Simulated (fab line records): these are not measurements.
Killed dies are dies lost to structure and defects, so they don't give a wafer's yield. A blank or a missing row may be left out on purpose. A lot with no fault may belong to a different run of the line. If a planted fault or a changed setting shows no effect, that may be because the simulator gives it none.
fab line records	flow sky130
[record] lots = 14	wafers = 42	lastDay = 50
route steps=708 shown SONOS_ONO@171 RES_XHIGH@332 SD_N@350 PAD_OPEN@708
lots untouched by any fault: they come from a run of this same line in which no faults occurred
startH: hours from the record's opening day to when the first of the lot's shown wafers began	waitH: hours elapsed since this lot's preceding step	" identical to the entry in the row above	L1.1+2: one row covering several wafers at once	- no value, or no start given	* or withheld: withheld	< > ~ a bound
route shown NAME@n: names a module that has steps shown in the file, with the first one's number in the route	usual: mean/standard deviation of fault-free wafers	same: alike in all rows	chamber/n: place in a boat	sites: readings site by site	_std_site: their standard deviation	_edge_site: outer sites' mean less inner sites'	radiusMm: for every site, how far away it sits from the centre of the wafer	mask NAME#n: copy n	behind: tool/chamber where the wafer was last shaped	hold: why the lot was held/for how many hours/how that ended	device: names the non-switching transistor (n, p or np)	end of line: tests of these same wafers at the route's end	a step given without rows: its recipe and nothing more	killed: dies that structure and defects cost at the first sort, which is not the same as the wafer's yield	map: the dies of a wafer, with x for killed, . for not killed, _ for no die there
set.NAME: the run value of the setting; set.NAME@STEP: its run value at that earlier step	model.NAME: the simulator's own value behind a step, which no gauge read
steps of the route over a sample of lots; a table a step, a row a wafer
[[steps]]
[step SKY_SONOS_ONO_THK_MEAS_03]
[recipe] reads = Si3N4_of_SONOS_ONO_CVD_02
[usual] SONOS_ONO_CVD_02_THK = 10.54/0.13
lot.wafer	tool	chamber	startH	waitH	SONOS_ONO_CVD_02_THK[nm]
L689.1	filmMetro-02	-	259.61	0.0	10.29
L689.3	"	-	"	"	10.30
L689.6	"	-	"	"	10.28
L690.2	filmMetro-03	-	259.64	0.0	10.76
L690.3	"	-	"	"	10.60
L690.4	"	-	"	"	10.59
L691.1	filmMetro-04	-	271.72	0.0	10.59
L691.2	"	-	"	"	10.55
L691.3	"	-	"	"	10.60
L692.2	filmMetro-02	-	278.57	0.0	10.64
L692.3	"	-	"	"	10.49
L692.6	"	-	"	"	10.53
L693.3	filmMetro-02	-	284.55	0.0	10.36
L693.4	"	-	"	"	10.32
L693.6	"	-	"	"	10.36
L696.3	filmMetro-04	-	314.55	0.0	10.51
L696.5	"	-	"	"	10.55
L696.6	"	-	"	"	10.48
L697.2	filmMetro-04	-	318.24	0.0	10.58
L697.5	"	-	"	"	10.53
L697.6	"	-	"	"	10.53
L700.3	filmMetro-02	-	338.23	0.0	10.49
L700.4	"	-	"	"	10.45
L700.5	"	-	"	"	10.63
L705.1	filmMetro-04	-	385.66	0.0	10.75
L705.4	"	-	"	"	10.65
L705.6	"	-	"	"	10.61
L707.4	filmMetro-02	-	393.17	0.0	10.60
L707.5	"	-	"	"	10.76
L707.6	"	-	"	"	10.76
L708.1	filmMetro-04	-	401.55	0.0	10.58
L708.2	"	-	"	"	10.66
L708.6	"	-	"	"	10.55
L710.3	filmMetro-04	-	422.02	0.0	10.19
L710.4	"	-	"	"	10.47
L710.6	"	-	"	"	10.43
L711.2	filmMetro-02	-	435.21	0.0	10.23
L711.3	"	-	"	"	10.28
L711.5	"	-	"	"	10.23
L712.1	filmMetro-04	-	439.24	0.0	10.62
L712.2	"	-	"	"	10.44
L712.3	"	-	"	"	10.59
[step SKY_SONOS_ONO_OVL_MEAS_14]
[usual] SONOS_ONO_OVL = 0.1/1.4
lot.wafer	tool	chamber	startH	waitH	SONOS_ONO_OVL[nm]
L689.1	overlay-01	-	284.81	0.1	-0.4
L689.3	"	-	"	"	0.4
L689.6	"	-	"	"	1.8
L690.2	overlay-01	-	286.91	0.1	0.2
L690.3	"	-	"	"	0.6
L690.4	"	-	"	"	0.9
L691.1	overlay-01	-	298.00	0.1	-0.3
L691.2	"	-	"	"	0.8
L691.3	"	-	"	"	-1.0
L692.2	overlay-01	-	305.46	0.1	-0.8
L692.3	"	-	"	"	-1.4
L692.6	"	-	"	"	-1.4
L693.3	overlay-02	-	310.77	0.1	2.6
L693.4	"	-	"	"	2.6
L693.6	"	-	"	"	2.4
L696.3	overlay-02	-	341.42	0.1	0.9
L696.5	"	-	"	"	1.6
L696.6	"	-	"	"	1.6
L697.2	overlay-02	-	346.01	0.1	-1.5
L697.5	"	-	"	"	-2.6
L697.6	"	-	"	"	-1.7
L700.3	overlay-02	-	367.12	0.1	2.3
L700.4	"	-	"	"	1.0
L700.5	"	-	"	"	1.2
L705.1	overlay-02	-	416.26	0.1	0.7
L705.4	"	-	"	"	0.3
L705.6	"	-	"	"	1.7
L707.4	overlay-01	-	424.28	0.1	-0.9
L707.5	"	-	"	"	-0.4
L707.6	"	-	"	"	-0.5
L708.1	overlay-01	-	432.66	0.1	-2.2
L708.2	"	-	"	"	-1.0
L708.6	"	-	"	"	0.8
L710.3	overlay-02	-	453.22	0.1	-0.8
L710.4	"	-	"	"	-0.8
L710.6	"	-	"	"	0.1
L711.2	overlay-02	-	466.76	0.1	0.0
L711.3	"	-	"	"	1.4
L711.5	"	-	"	"	2.0
L712.1	overlay-02	-	471.81	0.1	1.1
L712.2	"	-	"	"	0.6
L712.3	"	-	"	"	-1.3
[step SKY_RES_XHIGH_DEHYDRATE_00]
[recipe] tempC = 200	timeS = 60
[usual] heaterPowerTotalW = 160.38/0.12	plateTempC = 200.02/0.16
lot.wafer	tool	chamber	startH	waitH	heaterPowerTotalW	plateTempC
L689.1	lithoTrack-04	0	605.93	13.9	160.62	200.28
L689.3	"	0	"	"	160.57	200.10
L689.6	"	0	"	"	160.33	199.92
L690.2	lithoTrack-04	0	615.40	14.7	160.36	200.07
L690.3	"	0	"	"	160.55	200.25
L690.4	"	0	"	"	160.24	200.01
L691.1	lithoTrack-01	0	622.12	13.9	160.40	199.90
L691.2	"	0	"	"	160.52	200.01
L691.3	"	0	"	"	160.46	199.98
L692.2	lithoTrack-04	0	630.75	13.4	160.31	199.90
L692.3	"	0	"	"	160.55	200.01
L692.6	"	0	"	"	160.56	200.16
L693.3	lithoTrack-03	0	635.04	13.2	160.29	199.74
L693.4	"	0	"	"	160.56	199.62
L693.6	"	0	"	"	160.57	199.90
L696.3	lithoTrack-04	0	679.83	13.7	165.58	205.35
L696.5	"	0	"	"	165.53	205.26
L696.6	"	0	"	"	165.60	205.09
L697.2	lithoTrack-04	0	681.35	14.3	165.61	205.19
L697.5	"	0	"	"	165.61	205.22
L697.6	"	0	"	"	165.68	205.09
L700.3	lithoTrack-01	0	691.67	13.1	160.54	200.06
L700.4	"	0	"	"	160.14	199.98
L700.5	"	0	"	"	160.15	200.06
L705.1	lithoTrack-03	0	738.54	13.2	160.31	199.75
L705.4	"	0	"	"	160.48	199.93
L705.6	"	0	"	"	160.35	200.00
L707.4	lithoTrack-04	0	742.20	14.1	160.35	200.39
L707.5	"	0	"	"	160.48	200.27
L707.6	"	0	"	"	160.52	200.08
L708.1	lithoTrack-01	0	753.27	12.6	160.32	200.00
L708.2	"	0	"	"	160.51	199.96
L708.6	"	0	"	"	160.35	200.38
L710.3	lithoTrack-03	0	768.24	13.3	160.36	200.19
L710.4	"	0	"	"	160.47	200.12
L710.6	"	0	"	"	160.45	199.82
L711.2	lithoTrack-01	0	784.30	11.7	160.42	200.03
L711.3	"	0	"	"	160.40	200.05
L711.5	"	0	"	"	160.46	199.94
L712.1	lithoTrack-03	0	789.14	12.1	160.31	200.20
L712.2	"	0	"	"	160.23	200.08
L712.3	"	0	"	"	160.40	200.19
[step SKY_SD_N_OVL_MEAS_08]
[usual] SD_N_OVL = -0.2/1.6
lot.wafer	tool	chamber	startH	waitH	SD_N_OVL[nm]
L689.1	overlay-02	-	649.56	0.1	-0.4
L689.3	"	-	"	"	-1.3
L689.6	"	-	"	"	0.4
L690.2	overlay-01	-	657.81	0.1	-0.7
L690.3	"	-	"	"	-0.2
L690.4	"	-	"	"	-0.7
L691.1	overlay-02	-	666.15	0.1	1.3
L691.2	"	-	"	"	1.7
L691.3	"	-	"	"	1.3
L692.2	overlay-01	-	674.91	0.1	0.5
L692.3	"	-	"	"	-0.4
L692.6	"	-	"	"	-1.6
L693.3	overlay-01	-	678.21	0.1	-1.6
L693.4	"	-	"	"	-1.3
L693.6	"	-	"	"	-3.2
L696.3	overlay-02	-	720.77	0.1	0.5
L696.5	"	-	"	"	2.1
L696.6	"	-	"	"	-0.9
L697.2	overlay-01	-	723.26	0.1	-1.7
L697.5	"	-	"	"	-0.1
L697.6	"	-	"	"	-2.5
L700.3	overlay-02	-	732.37	0.1	1.7
L700.4	"	-	"	"	1.4
L700.5	"	-	"	"	0.6
L705.1	overlay-02	-	779.06	0.1	2.0
L705.4	"	-	"	"	1.4
L705.6	"	-	"	"	-0.9
L707.4	overlay-02	-	782.67	0.1	1.5
L707.5	"	-	"	"	2.1
L707.6	"	-	"	"	0.7
L708.1	overlay-01	-	794.28	0.1	-1.4
L708.2	"	-	"	"	-3.4
L708.6	"	-	"	"	-2.5
L710.3	overlay-02	-	808.71	0.1	2.5
L710.4	"	-	"	"	0.7
L710.6	"	-	"	"	-0.6
L711.2	overlay-01	-	825.31	0.1	1.1
L711.3	"	-	"	"	-0.1
L711.5	"	-	"	"	1.1
L712.1	overlay-02	-	829.41	0.1	-1.9
L712.2	"	-	"	"	-1.7
L712.3	"	-	"	"	0.1
[step SKY_PAD_OPEN_PROBE_99]
[usual] killed_at_M0_to_M3 = 43/7.7	killed_at_M4_up = 2.9/1.7	killedAtContacts = 24/5.5	killedAtFrontEnd = 15/4	killedAtOther = 0.4/0.66	killedDies = 86/9.4	killedOpen = 47/6.7	killedShort = 38/6.2
[same] grossDies = 492	killedAtBackSide = 0
lot.wafer	tool	chamber	startH	waitH	killed_at_M0_to_M3	killed_at_M4_up	killedAtContacts	killedAtFrontEnd	killedAtOther	killedDies	killedOpen	killedShort
L690.2	prober-01	-	1081.75	0.1	41	4	25	21	0	91	49	41
L690.3	prober-01	-	1081.80	0.2	32	2	28	21	0	83	45	38
L690.4	prober-01	-	1081.85	0.2	53	3	18	19	1	94	51	41
L700.3	prober-02	-	1136.49	0.2	55	3	20	16	0	94	54	39
L700.4	prober-02	-	1136.54	0.2	43	2	26	22	0	93	50	43
L700.5	prober-02	-	1136.59	0.2	44	0	23	10	0	77	44	33
L707.4	prober-02	-	1172.60	0.2	40	3	27	14	1	85	41	43
L707.5	prober-02	-	1172.65	0.2	48	2	23	6	1	80	53	26
L707.6	prober-02	-	1172.70	0.2	47	1	31	13	1	93	52	41
L708.1	prober-01	-	1177.02	0.1	37	2	18	21	0	78	37	41
L708.2	prober-01	-	1177.07	0.1	32	1	33	15	0	81	49	31
L708.6	prober-01	-	1177.27	0.2	29	2	31	21	0	83	43	40
// killed by level:class
L690.2 CONTACT:geometricParticle:open=8 VIA2:geometricParticle:open=8 FIELD_ISO:geometricParticle:open=7 CONTACT:geometricParticle:short=7 FIELD_ISO:geometricParticle:short=6 LI_CONTACT:geometricParticle:open=6 VIA3:geometricParticle:open=6 METAL1:geometricParticle:short=4
L690.3 CONTACT:geometricParticle:open=9 VIA1:geometricParticle:open=9 LI_CONTACT:geometricParticle:open=6 CONTACT:geometricParticle:short=6 VIA3:geometricParticle:open=6 FIELD_ISO:geometricParticle:short=5 LOCAL_INTERCONNECT:geometricParticle:short=5 VIA2:geometricParticle:open=5
L690.4 VIA1:geometricParticle:open=11 CONTACT:geometricParticle:open=10 VIA3:geometricParticle:open=8 VIA2:geometricParticle:open=7 METAL1:geometricParticle:short=6 FIELD_ISO:geometricParticle:open=5 METAL2:geometricParticle:short=5 VIA2:geometricParticle:short=5
L700.3 VIA1:geometricParticle:open=15 METAL1:geometricParticle:short=10 VIA2:geometricParticle:open=9 CONTACT:geometricParticle:open=8 LI_CONTACT:geometricParticle:short=6 FIELD_ISO:geometricParticle:short=5 FIELD_ISO:geometricParticle:open=5 VIA3:geometricParticle:open=5
L700.4 CONTACT:geometricParticle:open=8 VIA1:geometricParticle:open=8 VIA2:geometricParticle:open=8 VIA3:geometricParticle:open=8 CONTACT:geometricParticle:short=6 POLY_GATE:geometricParticle:open=5 LI_CONTACT:geometricParticle:open=5 METAL2:geometricParticle:short=5
L700.5 VIA1:geometricParticle:open=9 CONTACT:geometricParticle:open=9 VIA3:geometricParticle:open=8 VIA2:geometricParticle:open=7 METAL2:geometricParticle:short=6 LOCAL_INTERCONNECT:geometricParticle:short=5 METAL1:geometricParticle:short=4 METAL3:geometricParticle:short=4
L707.4 CONTACT:geometricParticle:open=9 VIA1:geometricParticle:short=8 VIA1:geometricParticle:open=6 LI_CONTACT:geometricParticle:open=5 LOCAL_INTERCONNECT:geometricParticle:short=5 VIA3:geometricParticle:open=5 VIA2:geometricParticle:open=5 FIELD_ISO:geometricParticle:short=4
L707.5 VIA1:geometricParticle:open=17 CONTACT:geometricParticle:open=12 VIA3:geometricParticle:open=8 FIELD_ISO:geometricParticle:short=5 LI_CONTACT:geometricParticle:open=4 VIA1:geometricParticle:short=4 VIA2:geometricParticle:open=4 LOCAL_INTERCONNECT:geometricParticle:short=3
L707.6 VIA1:geometricParticle:open=13 CONTACT:geometricParticle:open=9 LI_CONTACT:geometricParticle:open=9 VIA1:geometricParticle:short=7 FIELD_ISO:geometricParticle:open=6 LOCAL_INTERCONNECT:geometricParticle:short=6 METAL1:geometricParticle:short=6 VIA3:geometricParticle:open=5
L708.1 FIELD_ISO:geometricParticle:open=6 METAL3:geometricParticle:short=6 VIA1:geometricParticle:open=6 VIA3:geometricParticle:open=6 FIELD_ISO:geometricParticle:short=5 POLY_GATE:geometricParticle:short=5 CONTACT:geometricParticle:short=5 METAL1:geometricParticle:short=5
L708.2 CONTACT:geometricParticle:open=14 LI_CONTACT:geometricParticle:open=9 VIA3:geometricParticle:open=6 VIA1:geometricParticle:open=6 POLY_GATE:geometricParticle:open=5 FIELD_ISO:geometricParticle:short=4 METAL1:geometricParticle:short=4 VIA1:geometricParticle:short=4
L708.6 CONTACT:geometricParticle:open=13 CONTACT:geometricParticle:short=8 POLY_GATE:geometricParticle:short=6 FIELD_ISO:geometricParticle:open=5 POLY_GATE:geometricParticle:open=5 METAL1:geometricParticle:short=5 LOCAL_INTERCONNECT:geometricParticle:short=4 VIA3:geometricParticle:open=4
[[key]]
[firstSign] step = SKY_RES_XHIGH_DEHYDRATE_00	reading = heaterPowerTotalW	direction = up	sigmas = 42	usual = *	struck = *
[effect] step = SKY_RES_XHIGH_DEHYDRATE_00	reading = plateTempC	direction = up	sigmas = 33	usual = *	struck = *
metAt SKY_RES_XHIGH_DEHYDRATE_00
struckLots L696,L697
testerLeftOut L696,L697
notActingAt SKY_SONOS_ONO_THK_MEAS_03,SKY_SONOS_ONO_OVL_MEAS_14,SKY_SD_N_OVL_MEAS_08
onsetBetween 630.75 679.83
[fault] kind = processParameterDrift	tool = lithoTrack-04	chamber = -	onsetH = 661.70	steps = SKY_RES_XHIGH_DEHYDRATE_00	channel = tempC	offset = *	shape = step	endH = 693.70	actsIn = *	stated = *
// testerLeftOut: of these lots the tester's yield and bins aren't shown, on N5 and GAA mostly nor the transistor test; their killed dies are dies lost to structure and defects alone, not to doping, threshold or leakage, so they don't give the yield
